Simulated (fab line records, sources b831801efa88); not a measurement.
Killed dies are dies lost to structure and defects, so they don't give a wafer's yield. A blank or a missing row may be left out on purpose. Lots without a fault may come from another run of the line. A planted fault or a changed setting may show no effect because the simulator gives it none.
Which tool did it? | flow sky130 | 14 lots, 42 wafers sampled, at 3 steps of a route of 708

WHAT THE GAUGES READ, wafer by wafer
The record holds no reading of a measuring or inspecting step that can be judged against a usual standard deviation.

WHICH TOOL RAN EACH LOT (tool, then ch and the chambers of the sampled wafers, then the start)
lot  | SKY_CONTACT_ETCH_18                | SKY_CONTACT_STRIP_19                 | SKY_PAD_OPEN_PROBE_99
L973 | rie_diel-02 ch 1,2, day 32 17:00   | plasma_asher-01 ch 0,1, day 32 17:08 | -
L974 | rie_diel-04 ch 0,3, day 33 04:00   | plasma_asher-04 ch 0,1, day 33 04:41 | -
L978 | rie_diel-03 ch 0,1,3, day 34 01:00 | plasma_asher-01 ch 0,1, day 34 01:23 | -
L981 | rie_diel-02 ch 0,2,3, day 34 20:00 | plasma_asher-04 ch 0,1, day 34 20:47 | prober-02, day 48 13:57
L984 | rie_diel-02 ch 0,3, day 36 02:00   | plasma_asher-03 ch 0,1, day 36 02:49 | prober-01, day 49 12:59
L985 | rie_diel-04 ch 0,2,3, day 36 09:00 | plasma_asher-04 ch 0,1, day 36 09:29 | -
L987 | rie_diel-04 ch 0,3, day 37 00:00   | plasma_asher-03 ch 0,1, day 37 01:01 | -
L988 | rie_diel-04 ch 0,3, day 37 06:00   | plasma_asher-01 ch 0,1, day 37 06:46 | -
L989 | rie_diel-04 ch 0,1,3, day 37 14:00 | plasma_asher-04 ch 0,1, day 37 14:14 | -
L992 | rie_diel-03 ch 0,2,3, day 38 12:00 | plasma_asher-03 ch 0,1, day 38 12:56 | -
L993 | rie_diel-03 ch 0,1,3, day 38 14:00 | plasma_asher-04 ch 0,1, day 38 14:17 | -
L994 | rie_diel-04 ch 0,3, day 38 22:00   | plasma_asher-04 ch 0,1, day 38 22:54 | -
L995 | rie_diel-03 ch 0,1,3, day 39 04:00 | plasma_asher-04 ch 0,1, day 39 04:32 | -
L996 | rie_diel-02 ch 2,3, day 39 13:00   | plasma_asher-01 ch 0,1, day 39 13:40 | -
- SKY_CONTACT_ETCH_18: etches Si3N4 in CHF3/O2, stops on TiN, time 39 s, target depth 75 nm.
- SKY_CONTACT_STRIP_19: strips in O2/N2.
- SKY_PAD_OPEN_PROBE_99

WHAT THE TOOLS THEMSELVES READ (means of the sampled wafers that have a number; where no wafer has one, the mark that the record gives instead)
SKY_CONTACT_ETCH_18. Usual: drypump_motor_current_A 5.9 A, standard deviation 0.61; oes_product_au 0.855 a.u., standard deviation 0.0073; throttle_valve_pct 8.794 %, standard deviation 0.0097.
lot  | tool        | drypump_motor_current_A (A) | oes_product_au (a.u.) | throttle_valve_pct (%) | flag
L973 | rie_diel-02 | 5.7                         | 0.861                 | 8.791                  |
L974 | rie_diel-04 | 6.1                         | 0.847                 | 8.794                  |
L978 | rie_diel-03 | 6.0                         | 0.855                 | 8.792                  |
L981 | rie_diel-02 | 5.9                         | 0.802                 | 8.775                  | OFF
L984 | rie_diel-02 | 5.8                         | 0.807                 | 8.781                  | OFF
L985 | rie_diel-04 | 6.0                         | 0.858                 | 8.795                  |
L987 | rie_diel-04 | 6.1                         | 0.854                 | 8.795                  |
L988 | rie_diel-04 | 6.1                         | 0.853                 | 8.798                  |
L989 | rie_diel-04 | 5.8                         | 0.859                 | 8.794                  |
L992 | rie_diel-03 | 5.9                         | 0.846                 | 8.790                  |
L993 | rie_diel-03 | 6.0                         | 0.846                 | 8.790                  |
L994 | rie_diel-04 | 5.5                         | 0.854                 | 8.794                  |
L995 | rie_diel-03 | 6.0                         | 0.863                 | 8.788                  |
L996 | rie_diel-02 | 5.6                         | 0.859                 | 8.791                  |

SKY_CONTACT_STRIP_19. Usual: drypump_motor_current_A 5.5 A, standard deviation 0.4; oes_product_au 0.381 a.u., standard deviation 0.0046; strip_time_to_endpoint_s 3.633 s, standard deviation 0.023.
lot  | tool            | drypump_motor_current_A (A) | oes_product_au (a.u.) | strip_time_to_endpoint_s (s) | flag
L973 | plasma_asher-01 | 5.4                         | 0.381                 | 3.607                        |
L974 | plasma_asher-04 | 5.8                         | 0.381                 | 3.640                        |
L978 | plasma_asher-01 | 5.4                         | 0.377                 | 3.654                        |
L981 | plasma_asher-04 | 5.6                         | 0.385                 | 3.758                        | OFF
L984 | plasma_asher-03 | 5.3                         | 0.387                 | 3.753                        | OFF
L985 | plasma_asher-04 | 5.8                         | 0.385                 | 3.666                        |
L987 | plasma_asher-03 | 5.3                         | 0.384                 | 3.651                        |
L988 | plasma_asher-01 | 5.7                         | 0.381                 | 3.625                        |
L989 | plasma_asher-04 | 5.8                         | 0.379                 | 3.640                        |
L992 | plasma_asher-03 | 5.3                         | 0.380                 | 3.620                        |
L993 | plasma_asher-04 | 5.6                         | 0.382                 | 3.656                        |
L994 | plasma_asher-04 | 5.8                         | 0.385                 | 3.623                        |
L995 | plasma_asher-04 | 5.8                         | 0.379                 | 3.635                        |
L996 | plasma_asher-01 | 5.7                         | 0.385                 | 3.636                        |

SKY_PAD_OPEN_PROBE_99. Usual: killed_at_M0_to_M3 43, standard deviation 6.9; killed_at_M4_up 3.2, standard deviation 1.6; killed_at_contacts 25, standard deviation 5.1; killed_at_front_end 16, standard deviation 4.5; killed_at_other 0.3, standard deviation 0.68; killed_dies 87, standard deviation 8.9; killed_on_rim 16, standard deviation 3.6; killed_open 48, standard deviation 6.9; killed_short 39, standard deviation 6.3.
lot  | tool      | killed_at_M0_to_M3 | killed_at_M4_up | killed_at_contacts | killed_at_front_end | killed_at_other | killed_dies | killed_on_rim | killed_open | killed_short | flag
L981 | prober-02 | 47                 | 4.3             | 157                | 15                  | 1.0             | 224         | 43            | 43          | 45           | OFF
L984 | prober-01 | 33                 | 3.3             | 166                | 13                  | 0.0             | 216         | 46            | 44          | 33           | OFF

THE ANSWER, worked out from the rows above alone
Rule: a lot is off if the mean of its wafers that have a number lies more than 3 standard deviations from the usual mean. A lot without any number at a reading at which 4 lots or more have one is off too. The other lots that the step has rows for count as sound. The gauges are gone through in route order, then the tools' own readings, and for those a lot's mean is taken as printed above. The first step at which some lot is off is used, and at that step the reading that is off furthest; a lot without a number counts as furthest.
Off: L981, L984, at SKY_CONTACT_ETCH_18 (oes_product_au).
A tool fits if, at that step or a process step before it, it ran every lot that is off, and no sound lot after the first of them. None of those tried fits.

WHAT THE SIMULATOR HAD PUT IN
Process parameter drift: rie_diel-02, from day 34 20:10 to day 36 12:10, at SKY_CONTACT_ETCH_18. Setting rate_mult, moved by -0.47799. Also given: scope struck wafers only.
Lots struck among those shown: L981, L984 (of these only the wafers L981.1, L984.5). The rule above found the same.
